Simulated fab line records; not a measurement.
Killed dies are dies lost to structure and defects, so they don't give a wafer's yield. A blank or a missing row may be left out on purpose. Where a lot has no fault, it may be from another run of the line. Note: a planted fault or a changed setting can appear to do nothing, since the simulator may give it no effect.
Chamber matching || flow gf180mcu || 4 sister chambers for GF_STI_CMP_25 on cmp-02
The step polishes, stops on Si3N4, t overpolish 33 s, target thk 524.6 nm. 16 wafers are shown with their chamber, then 8 later ones without.

WAFERS, EACH WITH ITS CHAMBER
{"wafer": "L255.1", "chamber": 2, "motor current A (A)": 10.6, "time to endpoint s (s)": 120, "overpolish run s (s)": 32.997}
{"wafer": "L255.3", "chamber": 1, "motor current A (A)": 11.4, "time to endpoint s (s)": 125, "overpolish run s (s)": 32.994}
{"wafer": "L255.4", "chamber": 0, "motor current A (A)": 11.1, "time to endpoint s (s)": 128, "overpolish run s (s)": 32.993}
{"wafer": "L256.1", "chamber": 0, "motor current A (A)": 10.8, "time to endpoint s (s)": 130, "overpolish run s (s)": 32.993}
{"wafer": "L256.3", "chamber": 2, "motor current A (A)": 11.0, "time to endpoint s (s)": 118, "overpolish run s (s)": 32.991}
{"wafer": "L256.5", "chamber": 0, "motor current A (A)": 10.6, "time to endpoint s (s)": 126, "overpolish run s (s)": 32.988}
{"wafer": "L258.1", "chamber": 0, "motor current A (A)": 10.8, "time to endpoint s (s)": 126, "overpolish run s (s)": 33.004}
{"wafer": "L258.5", "chamber": 0, "motor current A (A)": 10.3, "time to endpoint s (s)": 126, "overpolish run s (s)": 32.990}
{"wafer": "L258.6", "chamber": 1, "motor current A (A)": 11.3, "time to endpoint s (s)": 128, "overpolish run s (s)": 33.000}
{"wafer": "L263.2", "chamber": 2, "motor current A (A)": 11.4, "time to endpoint s (s)": 120, "overpolish run s (s)": 33.003}
{"wafer": "L263.3", "chamber": 1, "motor current A (A)": 11.7, "time to endpoint s (s)": 122, "overpolish run s (s)": 33.003}
{"wafer": "L263.6", "chamber": 2, "motor current A (A)": 11.1, "time to endpoint s (s)": 117, "overpolish run s (s)": 33.005}
{"wafer": "L270.4", "chamber": 1, "motor current A (A)": 11.2, "time to endpoint s (s)": 119, "overpolish run s (s)": 32.999}
{"wafer": "L270.5", "chamber": 3, "motor current A (A)": 11.2, "time to endpoint s (s)": 123, "overpolish run s (s)": 32.993}
{"wafer": "L270.6", "chamber": 2, "motor current A (A)": 11.5, "time to endpoint s (s)": 116, "overpolish run s (s)": 33.007}
{"wafer": "L272.1", "chamber": 0, "motor current A (A)": 10.7, "time to endpoint s (s)": 117, "overpolish run s (s)": 33.000}

SIGNATURES, as means of the wafers listed above
{"reading": "motor current A", "chamber 0": 10.717, "chamber 1": 11.400, "chamber 2": 11.120, "chamber 3": 11.200, "scatter within a chamber": 0.288}
{"reading": "time to endpoint s", "chamber 0": 125.50, "chamber 1": 123.50, "chamber 2": 118.20, "chamber 3": 123.00, "scatter within a chamber": 3.62}
{"reading": "overpolish run s", "chamber 0": 32.99467, "chamber 1": 32.99900, "chamber 2": 33.00060, "chamber 3": 32.99300, "scatter within a chamber": 0.00578}
Rule: for each reading, subtract the chamber's mean from the wafer's reading, divide by that reading's scatter and square the result; add these up over the readings and take the root, which gives the wafer's distance from the chamber. If the next closest chamber is less than 2 further off than the closest, the wafer can't be placed; otherwise it belongs to the closest. The scatter is the square root of a quotient: the sum, over the shown wafers, of each reading's squared deviation from its chamber's mean, divided by wafers minus chambers.

WAFERS WITHOUT THEIR CHAMBER
{"wafer": "L272.2", "motor current A (A)": 11.4, "time to endpoint s (s)": 113, "overpolish run s (s)": 33.000}
{"wafer": "L272.5", "motor current A (A)": 11.4, "time to endpoint s (s)": 121, "overpolish run s (s)": 32.999}
{"wafer": "L273.1", "motor current A (A)": 10.8, "time to endpoint s (s)": 120, "overpolish run s (s)": 33.012}
{"wafer": "L273.2", "motor current A (A)": 10.2, "time to endpoint s (s)": 118, "overpolish run s (s)": 32.991}
{"wafer": "L273.4", "motor current A (A)": 11.4, "time to endpoint s (s)": 119, "overpolish run s (s)": 33.001}
{"wafer": "L275.3", "motor current A (A)": 11.4, "time to endpoint s (s)": 116, "overpolish run s (s)": 32.999}
{"wafer": "L275.4", "motor current A (A)": 10.4, "time to endpoint s (s)": 117, "overpolish run s (s)": 32.993}
{"wafer": "L275.5", "motor current A (A)": 11.5, "time to endpoint s (s)": 114, "overpolish run s (s)": 33.006}

WHICH CHAMBER EACH ONE RAN IN
{"wafer": "L272.2", "from the rows above": "can't be placed: 2 or 1 or 3", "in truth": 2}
{"wafer": "L272.5", "from the rows above": "can't be placed: 1 or 2 or 3", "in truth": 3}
{"wafer": "L273.1", "from the rows above": "can't be placed: 2 or 1 or 0 or 3", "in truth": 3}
{"wafer": "L273.2", "from the rows above": "can't be placed: 0 or 2 or 3 or 1", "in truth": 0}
{"wafer": "L273.4", "from the rows above": "can't be placed: 2 or 1 or 3", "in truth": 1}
{"wafer": "L275.3", "from the rows above": "can't be placed: 2 or 1 or 3", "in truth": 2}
{"wafer": "L275.4", "from the rows above": "can't be placed: 0 or 2 or 3 or 1", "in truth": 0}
{"wafer": "L275.5", "from the rows above": "can't be placed: 2 or 1 or 3", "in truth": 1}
0 of 8 placed correctly. These rows do not allow placing 8 (true chamber among the candidates in 8). 0 placed wrongly.
